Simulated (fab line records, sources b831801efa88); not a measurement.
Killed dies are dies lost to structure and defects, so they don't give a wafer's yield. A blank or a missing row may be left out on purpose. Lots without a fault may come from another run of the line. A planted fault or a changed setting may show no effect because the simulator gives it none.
fab line records | flow sky130
record lots=6 wafers=18 last_day=50
route steps=708 shown SD_N@344 SD_P@359 RES_XHIGH@360 PAD_OPEN@708
lots that met no fault: from a run of the same line without faults
start_h: hours from the record's first day to the start of the lot's first wafer shown | wait_h: hours since the lot's step before | " the same as in the row above | L1.1+2: a row that stands for several wafers | - no value, or no start given | * or withheld: withheld | < > ~ a bound
route shown NAME@n: a module of which the file shows steps, and the number in the route of the first | usual: mean/standard deviation of fault-free wafers | same: alike in all rows | chamber/n: place in a boat | sites: the reading at each site | _std_site: their standard deviation | _edge_site: outer sites' mean less inner sites' | radius_mm: how far each site lies from the wafer's centre | mask NAME#n: copy n | behind: the tool/chamber that last shaped the wafer | hold: why the lot was held/for how many hours/how that ended | device: the transistor (n, p or np) that didn't switch | end of line: the same wafers' tests at the end of the route | a step without rows: its recipe alone | killed: dies lost to structure and defects at the first sort, not the wafer's yield | map: a wafer's dies, x killed, . not, _ none there
set.NAME: the setting as run; set.NAME@STEP: as run at that earlier step | model.NAME: the simulator's own value behind a step, which no gauge read
lots at some steps of the route; a table a step, a row a wafer
services: from which hour (start_h, from the record's first day; less than 0 if before it) a tool's chamber was out of use, for how many hours, and why
## steps
# step SKY_SD_N_COAT_02
# recipe resist=NOVOLAK spin_rpm=3000 resist_thk_nm=1140
# step SKY_SD_N_SOFTBAKE_03
# recipe temp_c=90 time_s=60 resist=NOVOLAK
# step SKY_SD_N_EXPOSE_04
# recipe mask_id=NSDM na=0.6 source_shape=conventional sigma_outer=0.6 polarization=unpolarized target_cd_nm=380 dose_mj=141
# step SKY_SD_N_PEB_05
# recipe temp_c=withheld time_s=* resist=NOVOLAK
# step SKY_SD_N_DEVELOP_06
# recipe resist=NOVOLAK developer=TMAH develop_time_s=60 dev_temp_c=24.11
# step SKY_SD_N_CD_MEAS_07
# recipe target_cd_nm=380
# usual cd_nm=379.6/2.8
# columns lot.wafer tool chamber start_h wait_h cd_nm
L553.2 cd_sem-01 - 689.77 0.1 382.0
L553.4 " - " " 382.6
L553.6 " - " " 380.9
L559.1 cd_sem-02 - 744.35 0.1 377.8
L559.3 " - " " 373.1
L559.6 " - " " 378.0
L561.2 cd_sem-02 - 758.70 0.1 384.7
L561.3 " - " " 385.1
L561.4 " - " " 383.9
L566.2 cd_sem-02 - 798.03 0.1 381.4
L566.3 " - " " 382.0
L566.5 " - " " 381.5
L568.1 cd_sem-02 - 807.73 0.1 377.3
L568.3 " - " " 381.7
L568.4 " - " " 378.1
L569.3 cd_sem-02 - 820.11 0.1 381.5
L569.4 " - " " 380.6
L569.6 " - " " 381.0
# step SKY_SD_N_OVL_MEAS_08
# usual SD_N_OVL=-0.5/1.6
# columns lot.wafer tool chamber start_h wait_h SD_N_OVL[nm]
L553.2 overlay-02 - 689.88 0.1 -0.6
L553.4 " - " " -2.6
L553.6 " - " " -2.0
L559.1 overlay-01 - 744.47 0.1 -0.3
L559.3 " - " " -0.7
L559.6 " - " " -0.1
L561.2 overlay-02 - 758.81 0.1 0.3
L561.3 " - " " -1.2
L561.4 " - " " -0.9
L566.2 overlay-01 - 798.14 0.1 -1.4
L566.3 " - " " -0.3
L566.5 " - " " -1.3
L568.1 overlay-02 - 807.85 0.1 -2.9
L568.3 " - " " -3.9
L568.4 " - " " 0.0
L569.3 overlay-01 - 820.20 0.1 2.1
L569.4 " - " " 1.3
L569.6 " - " " 1.9
# step SKY_SD_N_IMPLANT_09
# recipe species=As energy_kev=50 dose_cm2=4e+15 tilt_deg=0
# step SKY_SD_N_IMPLANT_10
# recipe species=P energy_kev=20 dose_cm2=1e+14 tilt_deg=0
# step SKY_SD_N_STRIP_11
# recipe chemistry=O2/N2 power_w=1400 pressure_mtorr=1500 platen_temp_c=withheld o2_flow_sccm=3000 n2_flow_sccm=300 overash_fraction=0.5
# usual drypump_motor_current_A=5.6/0.31 oes_product_au=0.527/0.0045 strip_time_to_endpoint_s=22.56/0.046
# columns lot.wafer tool chamber start_h wait_h drypump_motor_current_A oes_product_au rf_hours_counter_h strip_time_to_endpoint_s
L553.2 plasma_asher-03 1 690.21 0.1 5.3 0.521 53 22.58
L553.4 " 0 " " 5.9 0.530 - 22.61
L553.6 " 1 " " 5.3 0.531 - 22.57
L559.1 plasma_asher-04 1 744.81 0.1 6.1 0.530 0 22.60
L559.3 " 1 " " 6.2 0.524 - 22.66
L559.6 " 1 " " 6.1 0.522 - 22.65
L561.2 plasma_asher-03 0 759.14 0.1 5.9 0.528 59 22.51
L561.3 " 0 " " 5.9 0.533 - 22.50
L561.4 " 1 " " 5.3 0.523 - 22.53
L566.2 plasma_asher-03 1 798.47 0.1 5.2 0.535 63 22.55
L566.3 " 1 " " 5.3 0.527 - 22.53
L566.5 " 0 " " 5.9 0.519 - 22.58
L568.1 plasma_asher-02 0 808.19 0.1 5.3 0.522 35 22.55
L568.3 " 1 " " 5.4 0.528 - 22.57
L568.4 " 0 " " 5.4 0.529 - 22.54
L569.3 plasma_asher-04 0 820.55 0.1 5.7 0.532 - 22.55
L569.4 " 1 " " 6.1 0.531 - 22.56
L569.6 " 1 " " 6.1 0.528 - 22.60
# step SKY_SD_N_TW_MEAS_12
# usual SD_N_TW=3986/50
# columns lot.wafer tool chamber start_h wait_h SD_N_TW
L553.2 film_metro-03 - 690.32 0.1 3924
L553.4 " - " " 3903
L553.6 " - " " 3906
L559.1 film_metro-01 - 744.91 0.1 3998
L559.3 " - " " 4003
L559.6 " - " " 4012
L561.2 film_metro-01 - 759.25 0.1 4023
L561.3 " - " " 4005
L561.4 " - " " 3986
L566.2 film_metro-03 - 798.58 0.1 3933
L566.3 " - " " 3936
L566.5 " - " " 3910
L568.1 film_metro-03 - 808.29 0.1 3947
L568.3 " - " " 3923
L568.4 " - " " 3925
L569.3 film_metro-04 - 820.64 0.1 3952
L569.4 " - " " 3955
L569.6 " - " " 3939
# step SKY_SD_N_CLEAN_13
# recipe chemistry=SC1/SC2 mix=1:4:20 temp_c=70 time_s=150 dry=n2_spin
# step SKY_SD_N_RTA_14
# recipe temp_c=1075 time_s=2 idle_temp_c=650 ramp_up_c_per_s=150 ramp_down_c_per_s=90 ambient=N2
# usual lamp_power_pct=15.74/0.051 wafer_temp_C_max=1078.1/1.4
# columns lot.wafer tool chamber start_h wait_h lamp_power_pct wafer_temp_C_max
L553.2 rtp_anneal-02 0 690.44 0.0 15.76 1078.4
L553.4 " 0 " " 15.76 1075.9
L553.6 " 0 " " 15.77 1080.5
L559.1 rtp_anneal-02 0 745.02 0.0 15.12 1051.2
L559.3 " 0 " " 15.06 1055.7
L559.6 " 0 " " 15.12 1052.2
L561.2 rtp_anneal-02 0 759.36 0.0 15.09 1053.9
L561.3 " 0 " " 15.06 1052.8
L561.4 " 0 " " 15.06 1053.8
L566.2 rtp_anneal-01 0 798.69 0.0 15.76 1076.6
L566.3 " 0 " " 15.78 1076.5
L566.5 " 0 " " 15.80 1077.4
L568.1 rtp_anneal-01 0 808.40 0.0 15.76 1078.0
L568.3 " 0 " " 15.76 1078.6
L568.4 " 0 " " 15.67 1076.1
L569.3 rtp_anneal-02 0 820.75 0.0 15.75 1077.4
L569.4 " 0 " " 15.72 1076.7
L569.6 " 0 " " 15.71 1079.7
# step SKY_SD_N_RS_MEAS_16
# recipe thk_meas_gauge=four-point-probe
# usual SD_N_RS=68.56/0.15
# columns lot.wafer tool chamber start_h wait_h SD_N_RS[ohm/sq]
L553.2 film_metro-03 - 690.66 0.1 68.41
L553.4 " - " " 68.42
L553.6 " - " " 68.45
L559.1 film_metro-04 - 745.19 0.1 72.25
L559.3 " - " " 72.36
L559.6 " - " " 72.33
L561.2 film_metro-03 - 759.54 0.1 71.94
L561.3 " - " " 72.15
L561.4 " - " " 72.07
L566.2 film_metro-04 - 798.88 0.1 68.44
L566.3 " - " " 68.57
L566.5 " - " " 68.33
L568.1 film_metro-01 - 808.58 0.1 68.80
L568.3 " - " " 68.76
L568.4 " - " " 68.70
L569.3 film_metro-01 - 820.94 0.1 68.67
L569.4 " - " " 68.72
L569.6 " - " " 68.73
# step SKY_SD_N_RS_MEAS_17
# recipe thk_meas_gauge=four-point-probe
# usual SD_P_RS=147.1/0.38
# columns lot.wafer tool chamber start_h wait_h SD_P_RS[ohm/sq]
L553.2 film_metro-03 - 690.78 0.1 147.1
L553.4 " - " " 147.2
L553.6 " - " " 147.1
L559.1 film_metro-04 - 745.31 0.1 168.8
L559.3 " - " " 168.4
L559.6 " - " " 169.6
L561.2 film_metro-03 - 759.66 0.1 168.0
L561.3 " - " " 168.2
L561.4 " - " " 168.0
L566.2 film_metro-04 - 799.00 0.1 147.6
L566.3 " - " " 147.4
L566.5 " - " " 147.7
L568.1 film_metro-01 - 808.70 0.1 147.4
L568.3 " - " " 147.3
L568.4 " - " " 147.6
L569.3 film_metro-01 - 821.06 0.1 147.5
L569.4 " - " " 147.6
L569.6 " - " " 147.7
# step SKY_SD_N_RS_MEAS_18
# recipe thk_meas_gauge=four-point-probe
# usual RES_XHIGH_RS=333.1/1.1
# columns lot.wafer tool chamber start_h wait_h RES_XHIGH_RS[ohm/sq]
L553.2 film_metro-03 - 690.90 0.1 333.4
L553.4 " - " " 332.7
L553.6 " - " " 332.9
L559.1 film_metro-04 - 745.43 0.1 335.0
L559.3 " - " " 335.9
L559.6 " - " " 336.2
L561.2 film_metro-03 - 759.78 0.1 332.7
L561.3 " - " " 333.7
L561.4 " - " " 333.8
L566.2 film_metro-04 - 799.12 0.1 331.9
L566.3 " - " " 331.0
L566.5 " - " " 331.9
L568.1 film_metro-01 - 808.82 0.1 335.5
L568.3 " - " " 334.2
L568.4 " - " " 335.2
L569.3 film_metro-01 - 821.18 0.1 333.8
L569.4 " - " " 332.9
L569.6 " - " " 333.5
# step SKY_PAD_OPEN_PROBE_99
# usual killed_at_M0_to_M3=43/6.3 killed_at_M4_up=3.1/1.9 killed_at_contacts=24/5.1 killed_at_front_end=14/4.3 killed_at_other=0.3/0.53 killed_dies=85/8.8 killed_open=46/7.1 killed_short=38/5.9
# same gross_dies=492 killed_at_back_side=0
# columns lot.wafer tool chamber start_h wait_h killed_at_M0_to_M3 killed_at_M4_up killed_at_contacts killed_at_front_end killed_at_other killed_dies killed_open killed_short model.etest.res_xhigh_po.line_ohm_um model.etest.res_xhigh_po.rs_ohm_sq model.etest.pfet_01v8.r_on_ohm_um model.etest.tip_p.rs_ohm_sq model.etest.res_pdiff.line_ohm_um model.etest.res_high_po.line_ohm_um model.etest.licon_high_po.rc_ohm model.etest.pfet_g5v0d10v5.r_on_ohm_um
L553.2 prober-01 - 1108.49 0.1 39 4 32 13 0 88 49 39 5328 1868 3008 7060 1365 730.1 345.8 4808
L553.4 prober-01 - 1108.59 0.2 42 4 25 8 2 81 42 39 5428 1898 3057 7022 1395 725.5 339.5 4959
L553.6 prober-01 - 1108.69 0.2 45 3 38 10 0 96 47 49 5606 1923 3028 7003 1398 745.5 353.8 4867
L559.1 prober-01 - 1145.45 0.1 38 4 27 13 0 82 51 31 7155 2507 3131 7133 1530 876.4 464 4824
L559.3 prober-01 - 1145.55 0.2 46 2 23 10 0 81 40 41 7626 2690 3088 7035 1562 924 496 4803
L559.6 prober-01 - 1145.70 0.2 54 3 29 9 0 95 50 45 7681 2666 3095 7108 1538 928.8 516 4848
L561.2 prober-01 - 1157.05 0.1 33 2 23 13 1 72 38 33 7645 2704 3163 7112 1590 931.6 488.7 4799
L561.3 prober-01 - 1157.10 0.2 43 4 28 12 0 87 51 36 7300 2537 3202 7109 1619 902.7 467.5 4914
L561.4 prober-01 - 1157.15 0.2 38 1 25 14 1 79 48 31 7959 2754 3137 7062 1583 935.9 499.7 4802
L566.2 prober-02 - 1180.84 0.1 43 0 26 17 0 86 41 45 5630 1965 2865 6894 1372 748.4 341.8 4711
L566.3 prober-02 - 1180.89 0.2 31 3 19 17 0 70 35 35 5585 1957 2843 6880 1405 744.2 361.3 4768
L566.5 prober-02 - 1180.99 0.2 48 2 26 15 0 91 56 35 5738 1980 2885 6895 1384 747.4 361.3 4736
L568.1 prober-02 - 1187.90 0.1 41 4 31 13 0 89 40 49 5649 1976 2796 6895 1347 726.8 359 4632
L568.3 prober-02 - 1188.00 0.2 52 2 30 10 0 94 47 46 5619 1982 2896 6885 1348 737.4 335.1 4671
L568.4 prober-02 - 1188.05 0.2 50 3 21 14 1 89 54 34 5861 2030 2847 6875 1346 749.5 348.8 4616
L569.3 prober-02 - 1193.03 0.2 45 3 21 17 0 86 54 32 5382 1909 2957 6800 1378 728.4 338.5 4758
L569.4 prober-02 - 1193.08 0.2 53 4 14 16 1 88 44 42 5353 1860 2941 6786 1359 722.6 340.6 4732
L569.6 prober-02 - 1193.18 0.2 40 4 23 19 3 89 50 39 5415 1897 2941 6706 1323 731.2 340.2 4699
# killed by level:class
L553.2 CONTACT:geometric_particle:open=12 VIA1:geometric_particle:open=12 CONTACT:geometric_particle:short=9 VIA3:geometric_particle:open=7 LOCAL_INTERCONNECT:geometric_particle:short=6 METAL1:geometric_particle:short=5 VIA1:geometric_particle:short=4 FIELD_ISO:geometric_particle:short=3
L553.4 VIA1:geometric_particle:open=13 CONTACT:geometric_particle:open=9 CONTACT:geometric_particle:short=7 VIA1:geometric_particle:short=6 VIA3:geometric_particle:open=5 LI_CONTACT:geometric_particle:short=4 METAL2:geometric_particle:short=4 FIELD_ISO:geometric_particle:short=3
L553.6 LI_CONTACT:geometric_particle:open=17 VIA1:geometric_particle:open=9 VIA1:geometric_particle:short=9 LOCAL_INTERCONNECT:geometric_particle:short=8 METAL1:geometric_particle:short=7 CONTACT:geometric_particle:open=5 VIA2:geometric_particle:open=5 LI_CONTACT:geometric_particle:short=4
L559.1 CONTACT:geometric_particle:open=11 VIA2:geometric_particle:open=9 VIA1:geometric_particle:open=8 LI_CONTACT:geometric_particle:open=5 CONTACT:geometric_particle:short=5 POLY_GATE:geometric_particle:short=4 LOCAL_INTERCONNECT:geometric_particle:open=4 METAL1:geometric_particle:short=4
L559.3 VIA1:geometric_particle:open=13 VIA1:geometric_particle:short=8 LI_CONTACT:geometric_particle:open=6 LOCAL_INTERCONNECT:geometric_particle:short=6 CONTACT:geometric_particle:short=5 METAL1:geometric_particle:short=5 VIA2:geometric_particle:open=5 CONTACT:geometric_particle:open=4
L559.6 VIA1:geometric_particle:open=12 LI_CONTACT:geometric_particle:open=10 CONTACT:geometric_particle:open=10 METAL2:geometric_particle:short=8 METAL1:geometric_particle:short=7 VIA1:geometric_particle:short=6 VIA2:geometric_particle:open=6 CONTACT:geometric_particle:short=5
L561.2 LOCAL_INTERCONNECT:geometric_particle:short=8 VIA1:geometric_particle:open=6 VIA3:geometric_particle:open=6 CONTACT:geometric_particle:open=6 METAL1:geometric_particle:short=6 LI_CONTACT:geometric_particle:open=5 VIA2:geometric_particle:open=5 FIELD_ISO:geometric_particle:short=3
L561.3 VIA1:geometric_particle:open=13 LI_CONTACT:geometric_particle:open=10 CONTACT:geometric_particle:open=9 VIA3:geometric_particle:open=8 VIA3:geometric_particle:short=5 METAL1:geometric_particle:short=4 METAL4:geometric_particle:short=4 VIA1:geometric_particle:short=4
L561.4 VIA1:geometric_particle:open=9 CONTACT:geometric_particle:open=9 LI_CONTACT:geometric_particle:open=8 VIA3:geometric_particle:open=6 FIELD_ISO:geometric_particle:open=5 LOCAL_INTERCONNECT:geometric_particle:short=5 POLY_GATE:geometric_particle:short=4 VIA2:geometric_particle:short=4
L566.2 METAL1:geometric_particle:short=12 CONTACT:geometric_particle:open=10 FIELD_ISO:geometric_particle:short=8 LOCAL_INTERCONNECT:geometric_particle:short=6 VIA1:geometric_particle:open=6 VIA2:geometric_particle:open=6 LI_CONTACT:geometric_particle:open=5 VIA2:geometric_particle:short=5
L566.3 CONTACT:geometric_particle:short=8 VIA1:geometric_particle:open=7 CONTACT:geometric_particle:open=7 FIELD_ISO:geometric_particle:open=6 VIA3:geometric_particle:open=5 FIELD_ISO:geometric_particle:short=4 METAL1:geometric_particle:short=4 POLY_GATE:geometric_particle:short=3
L566.5 VIA1:geometric_particle:open=12 CONTACT:geometric_particle:open=11 VIA2:geometric_particle:open=9 VIA3:geometric_particle:open=7 VIA2:geometric_particle:short=6 FIELD_ISO:geometric_particle:open=4 LI_CONTACT:geometric_particle:short=4 LI_CONTACT:geometric_particle:open=4
L568.1 CONTACT:geometric_particle:open=12 METAL1:geometric_particle:short=9 CONTACT:geometric_particle:short=7 LI_CONTACT:geometric_particle:open=6 VIA3:geometric_particle:short=5 POLY_GATE:geometric_particle:short=4 LOCAL_INTERCONNECT:geometric_particle:short=4 VIA1:geometric_particle:short=4
L568.3 CONTACT:geometric_particle:open=10 METAL1:geometric_particle:short=10 VIA1:geometric_particle:open=10 LI_CONTACT:geometric_particle:open=7 METAL2:geometric_particle:short=6 VIA3:geometric_particle:open=6 LI_CONTACT:geometric_particle:short=5 LOCAL_INTERCONNECT:geometric_particle:short=5
L568.4 CONTACT:geometric_particle:open=9 METAL2:geometric_particle:short=9 VIA2:geometric_particle:open=8 VIA3:geometric_particle:open=8 LI_CONTACT:geometric_particle:open=7 VIA1:geometric_particle:open=7 FIELD_ISO:geometric_particle:open=6 VIA2:geometric_particle:short=5
L569.3 VIA1:geometric_particle:open=15 CONTACT:geometric_particle:open=7 VIA2:geometric_particle:open=7 LI_CONTACT:geometric_particle:open=6 VIA1:geometric_particle:short=6 VIA3:geometric_particle:open=6 POLY_GATE:geometric_particle:open=5 CONTACT:geometric_particle:short=4
L569.4 VIA1:geometric_particle:open=10 METAL1:geometric_particle:short=10 VIA2:geometric_particle:open=9 POLY_GATE:geometric_particle:open=6 CONTACT:geometric_particle:short=4 VIA3:geometric_particle:open=4 LI_CONTACT:geometric_particle:open=4 CONTACT:geometric_particle:open=4
L569.6 VIA1:geometric_particle:open=17 FIELD_ISO:geometric_particle:short=8 CONTACT:geometric_particle:open=8 METAL2:geometric_particle:short=5 POLY_GATE:geometric_particle:open=4 LI_CONTACT:geometric_particle:open=4 LOCAL_INTERCONNECT:geometric_particle:short=4 CONTACT:geometric_particle:short=4
## services
# columns tool chamber start_h hours kind
plasma_asher-02 - 680.58 15.6 pm
plasma_asher-03 - 730.35 4.8 repair
plasma_asher-04 - 733.75 9.0 pm
plasma_asher-04 0 733.75 9.0 vent_cycle
plasma_asher-04 1 733.75 9.0 vent_cycle
plasma_asher-04 0 742.75 - clean
plasma_asher-04 1 742.75 - clean
plasma_asher-02 - 755.70 4.7 repair
plasma_asher-04 - 796.34 5.1 repair
## key
first_sign step=SKY_SD_N_RTA_14 reading=wafer_temp_C_max direction=down sigmas=18 usual=* struck=*
effect step=SKY_SD_N_RTA_14 reading=lamp_power_pct direction=down sigmas=13 usual=15.74 struck=15.09
effect step=SKY_SD_N_RS_MEAS_16 reading=SD_N_RS direction=up sigmas=24 usual=68.56 struck=72.18
effect step=SKY_SD_N_RS_MEAS_17 reading=SD_P_RS direction=up sigmas=56 usual=147.1 struck=168.5
model_effect step=SKY_PAD_OPEN_PROBE_99 value=etest.res_xhigh_po.line_ohm_um without=5903 struck=7561
met_at SKY_SD_N_RTA_14
struck_wafers L559.1,L559.3,L559.6,L561.2,L561.3,L561.4
tester_left_out L559,L561
onset_between 690.44 745.02
fault kind=process_parameter_drift tool=rtp_anneal-02 chamber=- onset_h=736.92 steps=SKY_SD_N_RTA_14 channel=temp_c offset=* shape=step end_h=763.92 acts_in=* stated=*
# tester_left_out: of these lots the tester's yield and bins aren't shown, on N5 and GAA mostly nor the transistor test; their killed dies are dies lost to structure and defects alone, not to doping, threshold or leakage, so they don't give the yield
